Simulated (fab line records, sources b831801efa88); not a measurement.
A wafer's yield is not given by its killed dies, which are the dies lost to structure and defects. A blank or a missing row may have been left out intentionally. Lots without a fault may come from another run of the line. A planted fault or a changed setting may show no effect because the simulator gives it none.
fab line records	flow sky130
[record] lots = 5	wafers = 15	last_day = 49
route steps=708 shown POLY_CUT@317 SD_P@320 RES_XHIGH@332 SD_N@342 PAD_OPEN@708
lots that met no fault: from a run of the same line without faults
start_h: the number of hours between the record's first day and the start of the first shown wafer of the lot	wait_h: hours since the lot's step before	" as in the row above	L1.1+2: one row covering several wafers at once	- no value present, or no start provided	* or withheld: withheld	< > ~ a bound
route shown NAME@n: NAME is a module with steps in the file, n the number in the route of the first one	usual: mean/standard deviation of fault-free wafers	same: alike in all rows	chamber/n: place in a boat	sites: each site's reading	_std_site: the standard deviation of these	_edge_site: inner sites' mean taken away from outer sites' mean	radius_mm: for every site, how far away it sits from the centre of the wafer	mask NAME#n: copy n	behind: the last tool/chamber to shape the wafer	hold: the reason the lot was held/the length of the hold in hours/how it ended	device: the transistor (n, p or np) that didn't switch	end of line: the route-end tests of the same wafers	a step given without rows: its recipe and nothing more	killed: count of dies lost to structure and defects at first sort (not the wafer's yield)	map: shows each die of a wafer: x if killed, . if not, _ if none is there
set.NAME: setting as actually run; set.NAME@STEP: the setting as run at that earlier step	model.NAME: the simulator's own value behind a step, which no gauge read
lots seen at some steps along the route; tables by step, rows by wafer
services: a tool's chamber out of use, with start hour (start_h, from the record's first day; less than 0 if before it), hours out, and reason
[[steps]]
[step SKY_POLY_CUT_ETCH_10]
[recipe] chemistry = N2/H2	target = BARC	ion_energy_ev = 200	source_w = 500	bias_w = 100	pressure_mtorr = 30	n2_flow_sccm = 100	h2_flow_sccm = 200	stop_on = SiO2	time_s = 45.9	target_depth_a = 600
[usual] bias_w = 100.0/0.33	drypump_motor_current_A = 5.8/0.38	oes_product_au = 0.855/0.0043	throttle_valve_pct = 13.225/0.0093
lot.wafer	tool	chamber	start_h	wait_h	bias_w	drypump_motor_current_A	oes_product_au	rf_hours_counter_h	throttle_valve_pct
L933.2	rie_diel-01	0	562.59	0.0	100.5	5.6	0.851	5	13.222
L933.3	"	2	"	"	100.6	5.9	0.854	14	13.226
L933.6	"	2	"	"	100.4	5.9	0.847	-	13.216
L937.2	rie_diel-01	0	601.01	0.0	100.6	5.6	0.859	6	13.221
L937.5	"	2	"	"	100.0	5.9	0.854	-	13.225
L937.6	"	3	"	"	99.7	5.9	0.854	-	13.224
L939.1	rie_diel-04	2	620.59	0.0	100.4	5.4	0.851	11	13.232
L939.4	"	1	"	"	99.3	4.9	0.850	9	13.201
L939.5	"	0	"	"	99.4	5.3	0.851	-	13.231
L949.1	rie_diel-02	3	696.49	0.0	100.4	6.4	0.853	41	13.233
L949.2	"	2	"	"	99.9	5.4	0.850	52	13.211
L949.5	"	3	"	"	100.2	6.4	0.855	-	13.227
L952.2	rie_diel-01	3	718.54	0.0	100.0	5.9	0.859	36	13.231
L952.4	"	0	"	"	100.0	5.6	0.857	9	13.235
L952.5	"	3	"	"	99.7	5.9	0.857	-	13.238
[step SKY_POLY_CUT_ETCH_11]
[recipe] target = Si3N4	chemistry = CF4/CH2F2/Ar	stop_on = poly-Si	source_w = 600	bias_w = 150	pressure_mtorr = 40	cf4_flow_sccm = 40	ch2f2_flow_sccm = 20	Ar_flow_sccm = 150	time_s = 42.5	target_depth_a = 600
[usual] bias_w = 150.0/0.48	drypump_motor_current_A = 5.8/0.38	oes_product_au = 0.831/0.0064	throttle_valve_pct = 14.996/0.009
lot.wafer	tool	chamber	start_h	wait_h	bias_w	drypump_motor_current_A	oes_product_au	rf_hours_counter_h	throttle_valve_pct
L933.2	rie_diel-01	0	562.63	0.0	150.6	5.6	0.834	5	14.982
L933.3	"	2	"	"	150.1	5.9	0.829	14	14.988
L933.6	"	2	"	"	149.8	5.9	0.837	-	14.973
L937.2	rie_diel-01	0	601.05	0.0	149.7	5.6	0.827	6	14.991
L937.5	"	2	"	"	150.0	5.9	0.819	-	15.002
L937.6	"	3	"	"	150.4	5.9	0.827	-	15.017
L939.1	rie_diel-04	2	620.63	0.0	150.3	5.4	0.830	11	14.997
L939.4	"	1	"	"	149.5	4.9	0.829	9	15.000
L939.5	"	0	"	"	150.3	5.3	0.829	-	14.980
L949.1	rie_diel-02	3	696.53	0.0	149.6	6.4	0.826	41	14.987
L949.2	"	2	"	"	150.2	5.4	0.814	52	14.991
L949.5	"	3	"	"	149.4	6.4	0.823	-	15.000
L952.2	rie_diel-01	3	718.58	0.0	150.2	5.9	0.844	36	14.982
L952.4	"	0	"	"	150.0	5.6	0.836	9	14.992
L952.5	"	3	"	"	149.9	5.9	0.840	-	15.014
[step SKY_POLY_CUT_STRIP_12]
[recipe] chemistry = O2/N2	power_w = 1400	pressure_mtorr = 1500	platen_temp_c = withheld	o2_flow_sccm = 3000	n2_flow_sccm = 300	overash_fraction = 0.5
[usual] drypump_motor_current_A = 5.7/0.43	oes_product_au = 0.452/0.0042	strip_time_to_endpoint_s = 5.357/0.016
[same] overash_fraction = 0.5
lot.wafer	tool	chamber	start_h	wait_h	drypump_motor_current_A	oes_product_au	rf_hours_counter_h	strip_time_to_endpoint_s
L933.2	plasma_asher-03	1	562.67	0.0	5.6	0.449	76	5.399
L933.3	"	1	"	"	5.6	0.457	-	5.371
L933.6	"	0	"	"	5.7	0.460	-	5.380
L937.2	plasma_asher-01	0	601.09	0.0	5.3	0.450	48	5.352
L937.5	"	1	"	"	6.2	0.447	-	5.367
L937.6	"	0	"	"	5.3	0.454	-	5.384
L939.1	plasma_asher-02	0	620.67	0.0	6.3	0.460	91	5.347
L939.4	"	1	"	"	5.1	0.457	-	5.345
L939.5	"	0	"	"	6.3	0.457	-	5.355
L949.1	plasma_asher-02	0	696.57	0.0	6.2	0.442	99	5.349
L949.2	"	1	"	"	5.1	0.455	99	5.356
L949.5	"	1	"	"	5.1	0.455	-	5.320
L952.2	plasma_asher-02	1	718.63	0.0	5.1	0.459	102	5.377
L952.4	"	0	"	"	6.3	0.451	-	5.366
L952.5	"	1	"	"	5.1	0.452	-	5.374
[step SKY_SD_P_DEHYDRATE_00]
[recipe] temp_c = 200	time_s = 60
[step SKY_SD_P_HMDS_01]
[recipe] prime_time_s = 60	prime_temp_c = 120
[step SKY_SD_P_COAT_02]
[recipe] resist = NOVOLAK	spin_rpm = 3000	resist_thk_nm = 1140
[step SKY_SD_P_SOFTBAKE_03]
[recipe] temp_c = 90	time_s = 60	resist = NOVOLAK
[step SKY_SD_P_EXPOSE_04]
[recipe] mask_id = PSDM	na = 0.6	source_shape = conventional	sigma_outer = 0.6	polarization = unpolarized	target_cd_nm = 380	dose_mj = 138
[step SKY_SD_P_PEB_05]
[recipe] temp_c = withheld	time_s = *	resist = NOVOLAK
[step SKY_SD_P_DEVELOP_06]
[recipe] resist = NOVOLAK	developer = TMAH	develop_time_s = 60	dev_temp_c = 23
[step SKY_SD_P_CD_MEAS_07]
[recipe] target_cd_nm = 380
[usual] cd_nm = 380.5/2.4
lot.wafer	tool	chamber	start_h	wait_h	cd_nm
L933.2	cd_sem-02	-	591.32	0.1	384.5
L933.3	"	-	"	"	384.6
L933.6	"	-	"	"	384.9
L937.2	cd_sem-02	-	630.37	0.1	380.0
L937.5	"	-	"	"	380.7
L937.6	"	-	"	"	381.0
L939.1	cd_sem-02	-	649.70	0.1	377.4
L939.4	"	-	"	"	378.3
L939.5	"	-	"	"	379.9
L949.1	cd_sem-01	-	724.10	0.1	380.5
L949.2	"	-	"	"	382.3
L949.5	"	-	"	"	380.5
L952.2	cd_sem-01	-	745.99	0.3	381.0
L952.4	"	-	"	"	383.4
L952.5	"	-	"	"	380.8
[step SKY_SD_P_OVL_MEAS_08]
[usual] SD_P_OVL = -0.2/1.4
lot.wafer	tool	chamber	start_h	wait_h	SD_P_OVL[nm]
L933.2	overlay-01	-	591.42	0.1	-0.7
L933.3	"	-	"	"	-2.1
L933.6	"	-	"	"	-1.2
L937.2	overlay-02	-	630.48	0.1	-1.4
L937.5	"	-	"	"	-1.2
L937.6	"	-	"	"	-1.6
L939.1	overlay-02	-	649.82	0.1	-3.1
L939.4	"	-	"	"	-1.8
L939.5	"	-	"	"	-0.8
L949.1	overlay-02	-	724.22	0.1	-1.1
L949.2	"	-	"	"	-0.3
L949.5	"	-	"	"	-1.2
L952.2	overlay-01	-	746.10	0.1	3.8
L952.4	"	-	"	"	1.7
L952.5	"	-	"	"	0.6
[step SKY_SD_P_IMPLANT_09]
[recipe] species = BF2	energy_kev = 20	dose_cm2 = 3e+15	tilt_deg = 0
lot.wafer	tool	chamber	start_h	wait_h
L933.2+3+6	implanter-02	0	591.48	0.0
L937.2+5+6	implanter-02	0	630.53	0.0
L939.1+4+5	implanter-02	0	649.86	0.0
L949.1+2+5	implanter-02	0	724.25	0.0
L952.2+4+5	implanter-01	0	746.16	0.0
[step SKY_SD_P_STRIP_10]
[recipe] chemistry = O2/N2	power_w = 1400	pressure_mtorr = 1500	platen_temp_c = withheld	o2_flow_sccm = 3000	n2_flow_sccm = 300	overash_fraction = 0.5
[usual] drypump_motor_current_A = 5.6/0.36	oes_product_au = 0.617/0.0046	strip_time_to_endpoint_s = 17.50/0.041
[same] overash_fraction = 0.5
lot.wafer	tool	chamber	start_h	wait_h	drypump_motor_current_A	oes_product_au	rf_hours_counter_h	strip_time_to_endpoint_s
L933.2	plasma_asher-04	0	591.60	0.1	5.3	0.609	16	17.48
L933.3	"	1	"	"	5.1	0.610	-	17.48
L933.6	"	1	"	"	5.1	0.621	-	17.50
L937.2	plasma_asher-01	1	630.66	0.1	6.1	0.611	51	17.56
L937.5	"	1	"	"	6.2	0.610	-	17.51
L937.6	"	0	"	"	5.3	0.605	-	17.56
L939.1	plasma_asher-01	0	650.01	0.1	5.3	0.611	52	17.50
L939.4	"	1	"	"	6.2	0.619	-	17.34
L939.5	"	1	"	"	6.1	0.616	-	17.48
L949.1	plasma_asher-03	1	724.40	0.1	5.6	0.624	92	17.51
L949.2	"	0	"	"	5.7	0.617	92	17.48
L949.5	"	1	"	"	5.6	0.621	-	17.53
L952.2	plasma_asher-01	1	746.28	0.1	6.1	0.613	63	17.53
L952.4	"	0	"	"	5.3	0.610	-	17.45
L952.5	"	0	"	"	5.3	0.613	-	17.46
[step SKY_SD_P_TW_MEAS_11]
[usual] SD_P_TW = 2826/33
lot.wafer	tool	chamber	start_h	wait_h	SD_P_TW
L933.2	film_metro-01	-	591.71	0.1	2859
L933.3	"	-	"	"	2863
L933.6	"	-	"	"	2852
L937.2	film_metro-02	-	630.77	0.1	2799
L937.5	"	-	"	"	2800
L937.6	"	-	"	"	2808
L939.1	film_metro-03	-	650.11	0.1	2829
L939.4	"	-	"	"	2803
L939.5	"	-	"	"	2842
L949.1	film_metro-02	-	724.50	0.1	2784
L949.2	"	-	"	"	2775
L949.5	"	-	"	"	2792
L952.2	film_metro-01	-	746.39	0.1	2887
L952.4	"	-	"	"	2881
L952.5	"	-	"	"	2887
[step SKY_RES_XHIGH_DEHYDRATE_00]
[recipe] temp_c = 200	time_s = 60
[step SKY_RES_XHIGH_HMDS_01]
[recipe] prime_time_s = 60	prime_temp_c = 120
[step SKY_RES_XHIGH_COAT_02]
[recipe] resist = NOVOLAK	spin_rpm = 3000	resist_thk_nm = 1140
[step SKY_RES_XHIGH_SOFTBAKE_03]
[recipe] temp_c = 90	time_s = 60	resist = NOVOLAK
[step SKY_RES_XHIGH_EXPOSE_04]
[recipe] mask_id = URPM	na = 0.6	source_shape = conventional	sigma_outer = 0.6	polarization = unpolarized	target_cd_nm = 1270	dose_mj = 140
[step SKY_RES_XHIGH_PEB_05]
[recipe] temp_c = withheld	time_s = *	resist = NOVOLAK
[step SKY_RES_XHIGH_DEVELOP_06]
[recipe] resist = NOVOLAK	developer = TMAH	develop_time_s = 60	dev_temp_c = 23
[step SKY_RES_XHIGH_IMPLANT_07]
[recipe] species = BF2	energy_kev = 20	dose_cm2 = 3.6e+14	tilt_deg = 0
[step SKY_RES_XHIGH_STRIP_08]
[recipe] chemistry = O2/N2	power_w = 1400	pressure_mtorr = 1500	platen_temp_c = withheld	o2_flow_sccm = 3000	n2_flow_sccm = 300	overash_fraction = 0.5
[step SKY_RES_XHIGH_TW_MEAS_09]
[usual] RES_XHIGH_TW = 1641/22
lot.wafer	tool	chamber	start_h	wait_h	RES_XHIGH_TW
L933.2	film_metro-03	-	620.99	0.1	1636
L933.3	"	-	"	"	1644
L933.6	"	-	"	"	1632
L937.2	film_metro-03	-	659.26	0.1	1653
L937.5	"	-	"	"	1656
L937.6	"	-	"	"	1652
L939.1	film_metro-01	-	678.43	0.1	1664
L939.4	"	-	"	"	1670
L939.5	"	-	"	"	1675
L949.1	film_metro-02	-	750.78	0.1	1618
L949.2	"	-	"	"	1614
L949.5	"	-	"	"	1623
L952.2	film_metro-02	-	772.45	0.1	1616
L952.4	"	-	"	"	1628
L952.5	"	-	"	"	1616
[step SKY_SD_N_DEHYDRATE_00]
[recipe] temp_c = 200	time_s = 60
[step SKY_SD_N_HMDS_01]
[recipe] prime_time_s = 60	prime_temp_c = 120
[step SKY_SD_N_COAT_02]
[recipe] resist = NOVOLAK	spin_rpm = 3000	resist_thk_nm = 1140
[step SKY_SD_N_SOFTBAKE_03]
[recipe] temp_c = 90	time_s = 60	resist = NOVOLAK
[step SKY_SD_N_EXPOSE_04]
[recipe] mask_id = NSDM	na = 0.6	source_shape = conventional	sigma_outer = 0.6	polarization = unpolarized	target_cd_nm = 380	dose_mj = 141
[step SKY_SD_N_PEB_05]
[recipe] temp_c = withheld	time_s = *	resist = NOVOLAK
[step SKY_SD_N_DEVELOP_06]
[recipe] resist = NOVOLAK	developer = TMAH	develop_time_s = 60	dev_temp_c = 23
[step SKY_SD_N_CD_MEAS_07]
[recipe] target_cd_nm = 380
[usual] cd_nm = 380.1/3
lot.wafer	tool	chamber	start_h	wait_h	cd_nm
L933.2	cd_sem-02	-	650.45	0.1	377.9
L933.3	"	-	"	"	379.0
L933.6	"	-	"	"	380.5
L937.2	cd_sem-02	-	687.47	0.1	382.6
L937.5	"	-	"	"	382.7
L937.6	"	-	"	"	381.3
L939.1	cd_sem-01	-	706.30	0.1	378.4
L939.4	"	-	"	"	379.0
L939.5	"	-	"	"	376.9
L949.1	cd_sem-01	-	778.13	0.1	377.0
L949.2	"	-	"	"	376.7
L949.5	"	-	"	"	375.7
L952.2	cd_sem-01	-	797.81	0.1	382.3
L952.4	"	-	"	"	382.8
L952.5	"	-	"	"	382.5
[step SKY_SD_N_OVL_MEAS_08]
[usual] SD_N_OVL = -0.5/1.6
lot.wafer	tool	chamber	start_h	wait_h	SD_N_OVL[nm]
L933.2	overlay-02	-	650.56	0.1	0.7
L933.3	"	-	"	"	1.3
L933.6	"	-	"	"	0.0
L937.2	overlay-01	-	687.57	0.1	0.8
L937.5	"	-	"	"	-0.6
L937.6	"	-	"	"	1.2
L939.1	overlay-02	-	706.42	0.1	-1.6
L939.4	"	-	"	"	-0.8
L939.5	"	-	"	"	-1.0
L949.1	overlay-01	-	778.25	0.1	-1.1
L949.2	"	-	"	"	-1.4
L949.5	"	-	"	"	-0.6
L952.2	overlay-02	-	797.91	0.1	-0.7
L952.4	"	-	"	"	-0.6
L952.5	"	-	"	"	0.7
[step SKY_SD_N_IMPLANT_09]
[recipe] species = As	energy_kev = 50	dose_cm2 = 4e+15	tilt_deg = 0
[step SKY_SD_N_IMPLANT_10]
[recipe] species = P	energy_kev = 20	dose_cm2 = 1e+14	tilt_deg = 0
[step SKY_SD_N_STRIP_11]
[recipe] chemistry = O2/N2	power_w = 1400	pressure_mtorr = 1500	platen_temp_c = withheld	o2_flow_sccm = 3000	n2_flow_sccm = 300	overash_fraction = 0.5
[usual] drypump_motor_current_A = 5.6/0.45	oes_product_au = 0.527/0.0049	strip_time_to_endpoint_s = 22.55/0.036
[same] overash_fraction = 0.5
lot.wafer	tool	chamber	start_h	wait_h	drypump_motor_current_A	oes_product_au	rf_hours_counter_h	strip_time_to_endpoint_s
L933.2	plasma_asher-02	1	650.89	0.1	5.2	0.526	94	22.57
L933.3	"	1	"	"	5.1	0.526	-	22.57
L933.6	"	1	"	"	5.1	0.527	-	22.55
L937.2	plasma_asher-04	1	687.90	0.1	5.1	0.526	25	22.55
L937.5	"	1	"	"	5.1	0.523	-	22.56
L937.6	"	0	"	"	5.2	0.522	-	22.57
L939.1	plasma_asher-03	1	706.89	0.1	5.6	0.533	91	22.49
L939.4	"	0	"	"	5.7	0.519	-	22.53
L939.5	"	1	"	"	5.6	0.525	-	22.52
L949.1	plasma_asher-03	1	778.59	0.1	5.6	0.523	97	22.56
L949.2	"	0	"	"	5.7	0.521	97	22.56
L949.5	"	1	"	"	5.6	0.526	-	22.54
L952.2	plasma_asher-03	0	798.24	0.1	5.7	0.530	99	22.54
L952.4	"	0	"	"	5.7	0.527	-	22.48
L952.5	"	1	"	"	5.6	0.532	-	22.51
[step SKY_SD_N_TW_MEAS_12]
[usual] SD_N_TW = 3995/56
lot.wafer	tool	chamber	start_h	wait_h	SD_N_TW
L933.2	film_metro-02	-	651.00	0.1	3929
L933.3	"	-	"	"	3933
L933.6	"	-	"	"	3961
L937.2	film_metro-01	-	688.01	0.1	4090
L937.5	"	-	"	"	4066
L937.6	"	-	"	"	4057
L939.1	film_metro-02	-	706.99	0.1	3953
L939.4	"	-	"	"	3968
L939.5	"	-	"	"	3965
L949.1	film_metro-01	-	778.69	0.1	4067
L949.2	"	-	"	"	4052
L949.5	"	-	"	"	4068
L952.2	film_metro-01	-	798.35	0.1	4082
L952.4	"	-	"	"	4074
L952.5	"	-	"	"	4054
[step SKY_SD_N_CLEAN_13]
[recipe] chemistry = SC1/SC2	mix = 1:4:20	temp_c = 70	time_s = 150	dry = n2_spin
[step SKY_SD_N_RTA_14]
[recipe] temp_c = 1075	time_s = 2	idle_temp_c = 650	ramp_up_c_per_s = 150	ramp_down_c_per_s = 90	ambient = N2
[usual] lamp_power_pct = 15.73/0.05	wafer_temp_C_max = 1077.8/1.3
lot.wafer	tool	chamber	start_h	wait_h	lamp_power_pct	wafer_temp_C_max
L933.2	rtp_anneal-01	0	651.11	0.0	15.79	1078.9
L933.3	"	0	"	"	15.81	1075.2
L933.6	"	0	"	"	15.73	1079.2
L937.2	rtp_anneal-01	0	688.13	0.0	15.74	1077.5
L937.5	"	0	"	"	15.73	1075.6
L937.6	"	0	"	"	15.68	1074.9
L939.1	rtp_anneal-01	0	707.10	0.0	15.70	1077.2
L939.4	"	0	"	"	15.71	1079.6
L939.5	"	0	"	"	15.72	1078.5
L949.1	rtp_anneal-01	0	778.80	0.0	15.78	1078.2
L949.2	"	0	"	"	15.82	1076.9
L949.5	"	0	"	"	15.83	1078.1
L952.2	rtp_anneal-02	0	798.46	0.0	15.65	1076.8
L952.4	"	0	"	"	15.68	1079.0
L952.5	"	0	"	"	15.84	1077.6
[step SKY_SD_N_RS_MEAS_16]
[recipe] thk_meas_gauge = four-point-probe
[usual] SD_N_RS = 68.52/0.14
lot.wafer	tool	chamber	start_h	wait_h	SD_N_RS[ohm/sq]
L933.2	film_metro-02	-	651.29	0.1	68.34
L933.3	"	-	"	"	68.18
L933.6	"	-	"	"	68.54
L937.2	film_metro-03	-	688.36	0.1	68.35
L937.5	"	-	"	"	68.35
L937.6	"	-	"	"	68.49
L939.1	film_metro-03	-	707.27	0.1	68.61
L939.4	"	-	"	"	68.59
L939.5	"	-	"	"	68.46
L949.1	film_metro-02	-	778.97	0.1	68.53
L949.2	"	-	"	"	68.49
L949.5	"	-	"	"	68.45
L952.2	film_metro-03	-	798.65	0.1	68.61
L952.4	"	-	"	"	68.55
L952.5	"	-	"	"	68.52
[step SKY_SD_N_RS_MEAS_17]
[recipe] thk_meas_gauge = four-point-probe
[usual] SD_P_RS = 147.0/0.3
lot.wafer	tool	chamber	start_h	wait_h	SD_P_RS[ohm/sq]
L933.2	film_metro-02	-	651.41	0.1	146.3
L933.3	"	-	"	"	146.3
L933.6	"	-	"	"	146.7
L937.2	film_metro-03	-	688.48	0.1	146.7
L937.5	"	-	"	"	147.0
L937.6	"	-	"	"	146.8
L939.1	film_metro-03	-	707.39	0.1	147.1
L939.4	"	-	"	"	148.5
L939.5	"	-	"	"	147.3
L949.1	film_metro-02	-	779.09	0.1	146.4
L949.2	"	-	"	"	146.6
L949.5	"	-	"	"	146.8
L952.2	film_metro-03	-	798.77	0.1	146.9
L952.4	"	-	"	"	147.0
L952.5	"	-	"	"	147.3
[step SKY_PAD_OPEN_PROBE_99]
[usual] killed_at_M0_to_M3 = 43/6.5	killed_at_M4_up = 3.1/1.8	killed_at_contacts = 24/5.6	killed_at_front_end = 15/4.2	killed_at_other = 0.3/0.5	killed_dies = 86/8.9	killed_on_rim = 17/4.3	killed_open = 47/6.9	killed_short = 39/5.9
[same] gross_dies = 492	killed_at_back_side = 0
lot.wafer	tool	chamber	start_h	wait_h	killed_at_M0_to_M3	killed_at_M4_up	killed_at_contacts	killed_at_front_end	killed_at_other	killed_dies	killed_on_rim	killed_open	killed_short	model.etest.res_high_po.line_ohm_um	model.etest.licon_high_po.rc_ohm	model.etest.licon_pdiff.rc_ohm	model.etest.res_high_po.rs_ohm_sq	model.etest.res_high_po.rs_ohm_sq_range	model.etest.res_high_po.rs_ohm_sq_rim_less_centre	model.etest.res_pdiff_hv.rs_ohm_sq	model.etest.res_pdiff.rs_ohm_sq
L933.2	prober-02	-	1076.94	0.1	41	3	21	13	1	79	15	42	37	747.8	352.6	589.5	265.1	6.744	-5.314	185.8	193.3
L933.3	prober-02	-	1076.99	0.2	34	3	27	12	0	76	11	40	36	738	340.2	585.9	259.4	8.563	-5.936	185.9	191.7
L933.6	prober-02	-	1077.14	0.2	44	1	18	22	0	85	15	52	33	771.3	344.1	556.3	270.2	7.651	-5.254	185.1	189.5
L937.2	prober-01	-	1104.77	0.1	40	3	24	9	1	77	17	45	32	751.4	347.6	589.2	262.9	11.11	-5.673	188.4	194.2
L937.5	prober-01	-	1104.92	0.2	32	2	23	16	0	73	19	47	26	722.5	351.7	606.4	255.8	10.01	-7.681	188.4	195.1
L937.6	prober-01	-	1104.97	0.2	38	2	25	16	0	81	13	41	40	748.8	361.1	572.5	257.9	10.15	-4.635	188.5	194.7
L939.1	prober-01	-	1115.70	0.1	33	4	18	10	0	65	12	33	32	761.2	361.1	590.3	264	5.243	-1.142	192.3	198.6
L939.4	prober-01	-	1115.85	0.2	47	1	25	27	1	101	21	54	47	786.4	405.9	629.9	280.5	22.42	-12.59	197.7	203.2
L939.5	prober-01	-	1115.90	0.2	36	2	24	16	0	78	19	39	39	749.2	357.2	601.9	262.1	4.767	-2.422	193	198.1
L949.1	prober-01	-	1167.31	0.1	34	6	30	16	0	86	19	43	43	746.7	340.9	602	262.6	8.784	-7.482	187	192.6
L949.2	prober-01	-	1167.36	0.1	38	6	22	18	0	84	10	47	37	760	351.1	585.8	267.2	6.847	-5.686	187.3	193.6
L949.5	prober-01	-	1167.51	0.2	42	1	23	13	0	79	15	43	36	742.2	356.4	583.8	264.3	8.129	-6.147	186.3	191.6
L952.2	prober-02	-	1180.51	0.1	37	2	19	16	1	75	16	40	35	715	328.6	591.6	249.7	6.654	4.288	191.6	198.2
L952.4	prober-02	-	1180.61	0.2	52	3	28	12	0	95	22	55	40	738.2	345	574.3	255	6.316	2.239	193.3	199.2
L952.5	prober-02	-	1180.66	0.2	57	2	20	15	0	94	21	64	30	738.4	341.1	573.2	255.2	6.824	4.465	193.9	198.4
// killed by level:class
L933.2 CONTACT:geometric_particle:open=9 VIA3:geometric_particle:short=8 POLY_GATE:geometric_particle:short=6 VIA3:geometric_particle:open=6 VIA1:geometric_particle:open=5 VIA2:geometric_particle:open=5 LOCAL_INTERCONNECT:geometric_particle:short=4 METAL1:geometric_particle:short=4
L933.3 CONTACT:geometric_particle:open=14 VIA1:geometric_particle:open=7 METAL2:geometric_particle:short=6 POLY_GATE:geometric_particle:short=5 METAL1:geometric_particle:short=5 VIA2:geometric_particle:open=5 LI_CONTACT:geometric_particle:open=4 CONTACT:geometric_particle:short=4
L933.6 VIA1:geometric_particle:open=11 VIA2:geometric_particle:open=9 CONTACT:geometric_particle:open=8 POLY_GATE:geometric_particle:open=7 VIA3:geometric_particle:open=7 METAL2:geometric_particle:short=5 LI_CONTACT:geometric_particle:open=5 VIA3:geometric_particle:short=5
L937.2 LI_CONTACT:geometric_particle:open=13 VIA1:geometric_particle:open=8 CONTACT:geometric_particle:open=6 VIA3:geometric_particle:open=6 VIA2:geometric_particle:short=5 METAL1:geometric_particle:short=4 LI_CONTACT:geometric_particle:short=3 METAL2:geometric_particle:short=3
L937.5 VIA3:geometric_particle:open=10 LI_CONTACT:geometric_particle:open=7 FIELD_ISO:geometric_particle:open=6 CONTACT:geometric_particle:open=6 VIA2:geometric_particle:open=6 LI_CONTACT:geometric_particle:short=4 METAL1:geometric_particle:short=4 VIA1:geometric_particle:open=4
L937.6 LI_CONTACT:geometric_particle:open=9 VIA1:geometric_particle:open=7 VIA2:geometric_particle:open=7 FIELD_ISO:geometric_particle:short=6 VIA3:geometric_particle:short=6 FIELD_ISO:geometric_particle:open=5 CONTACT:geometric_particle:open=5 METAL2:geometric_particle:short=4
L939.1 CONTACT:geometric_particle:open=7 METAL1:geometric_particle:short=6 LI_CONTACT:geometric_particle:open=5 METAL2:geometric_particle:short=5 VIA2:geometric_particle:open=5 FIELD_ISO:geometric_particle:open=3 POLY_GATE:geometric_particle:short=3 POLY_GATE:geometric_particle:open=3
L939.4 VIA2:geometric_particle:open=10 VIA2:geometric_particle:short=9 FIELD_ISO:geometric_particle:short=8 CONTACT:geometric_particle:open=8 LI_CONTACT:geometric_particle:open=7 VIA1:geometric_particle:open=7 VIA3:geometric_particle:open=6 POLY_GATE:geometric_particle:open=5
L939.5 LI_CONTACT:geometric_particle:open=10 VIA1:geometric_particle:open=10 VIA1:geometric_particle:short=6 LOCAL_INTERCONNECT:geometric_particle:short=6 VIA3:geometric_particle:open=6 FIELD_ISO:geometric_particle:open=4 POLY_GATE:geometric_particle:open=4 POLY_GATE:geometric_particle:short=4
L949.1 CONTACT:geometric_particle:open=11 VIA1:geometric_particle:open=9 CONTACT:geometric_particle:short=8 METAL4:geometric_particle:short=6 LI_CONTACT:geometric_particle:open=5 LOCAL_INTERCONNECT:geometric_particle:short=5 METAL2:geometric_particle:short=5 VIA3:geometric_particle:open=4
L949.2 VIA1:geometric_particle:open=9 LI_CONTACT:geometric_particle:open=8 FIELD_ISO:geometric_particle:open=6 CONTACT:geometric_particle:open=6 METAL1:geometric_particle:short=6 VIA2:geometric_particle:short=5 METAL3:geometric_particle:short=5 POLY_GATE:geometric_particle:open=4
L949.5 VIA1:geometric_particle:open=12 VIA2:geometric_particle:open=8 LI_CONTACT:geometric_particle:short=6 LI_CONTACT:geometric_particle:open=6 VIA1:geometric_particle:short=6 CONTACT:geometric_particle:open=5 METAL2:geometric_particle:short=5 POLY_GATE:geometric_particle:short=4
L952.2 VIA1:geometric_particle:open=7 LI_CONTACT:geometric_particle:open=6 CONTACT:geometric_particle:open=6 VIA2:geometric_particle:open=5 VIA3:geometric_particle:open=5 POLY_GATE:geometric_particle:open=4 POLY_GATE:geometric_particle:short=4 LOCAL_INTERCONNECT:geometric_particle:short=4
L952.4 CONTACT:geometric_particle:open=13 VIA1:geometric_particle:open=11 VIA1:geometric_particle:short=7 FIELD_ISO:geometric_particle:short=6 LI_CONTACT:geometric_particle:open=6 VIA3:geometric_particle:open=6 METAL1:geometric_particle:short=5 METAL2:geometric_particle:short=5
L952.5 VIA1:geometric_particle:open=17 VIA3:geometric_particle:open=13 CONTACT:geometric_particle:open=10 VIA1:geometric_particle:short=7 METAL1:geometric_particle:short=6 POLY_GATE:geometric_particle:open=5 VIA2:geometric_particle:open=5 FIELD_ISO:geometric_particle:short=4
[[services]]
tool	chamber	start_h	hours	kind
rie_diel-01	1	543.09	2.5	repair
implanter-02	-	547.76	19.5	pm
plasma_asher-01	-	562.07	1.5	repair
plasma_asher-03	-	571.94	4.1	repair
implanter-02	-	573.48	1.4	repair
plasma_asher-03	-	584.82	1.6	repair
implanter-02	-	586.72	3.4	repair
implanter-02	-	600.26	4.1	repair
implanter-02	-	602.17	0.5	repair
plasma_asher-02	-	618.76	0.7	repair
plasma_asher-03	-	621.27	2.5	repair
plasma_asher-01	-	636.05	6.1	repair
rie_diel-01	-	648.67	0.6	repair
implanter-02	-	669.71	5.9	repair
plasma_asher-03	-	690.31	0.4	repair
plasma_asher-01	-	694.85	2.8	pm
implanter-02	-	695.39	2.8	pm
implanter-02	-	717.51	0.5	repair
implanter-02	-	722.10	1.3	repair
rie_diel-01	0	731.64	6.9	repair
plasma_asher-02	-	733.80	9.0	pm
implanter-02	-	756.68	4.6	pm
plasma_asher-03	-	761.68	0.8	repair
implanter-02	-	764.66	0.6	repair
[[key]]
[first_sign] step = SKY_SD_P_STRIP_10	reading = strip_time_to_endpoint_s	direction = down	sigmas = 3.8	usual = *	struck = *
[effect] step = SKY_SD_N_RS_MEAS_17	reading = SD_P_RS	direction = up	sigmas = 4.8	usual = 147.0	struck = 148.5
[model_effect] step = SKY_PAD_OPEN_PROBE_99	value = etest.res_high_po.line_ohm_um	without = 726.5	struck = 786.4
met_at SKY_SD_P_IMPLANT_09
struck_wafers L939.4
tester_left_out L939
onset_between 630.53 649.86
[fault] kind = process_parameter_drift	tool = implanter-02	chamber = -	onset_h = 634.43	steps = SKY_SD_P_IMPLANT_09	channel = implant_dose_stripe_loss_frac	offset = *	shape = step	end_h = 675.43	scope = struck_wafers_only
// tester_left_out: of these lots the tester's yield and bins aren't shown, on N5 and GAA mostly nor the transistor test; their killed dies are dies lost to structure and defects alone, not to doping, threshold or leakage, so they don't give the yield
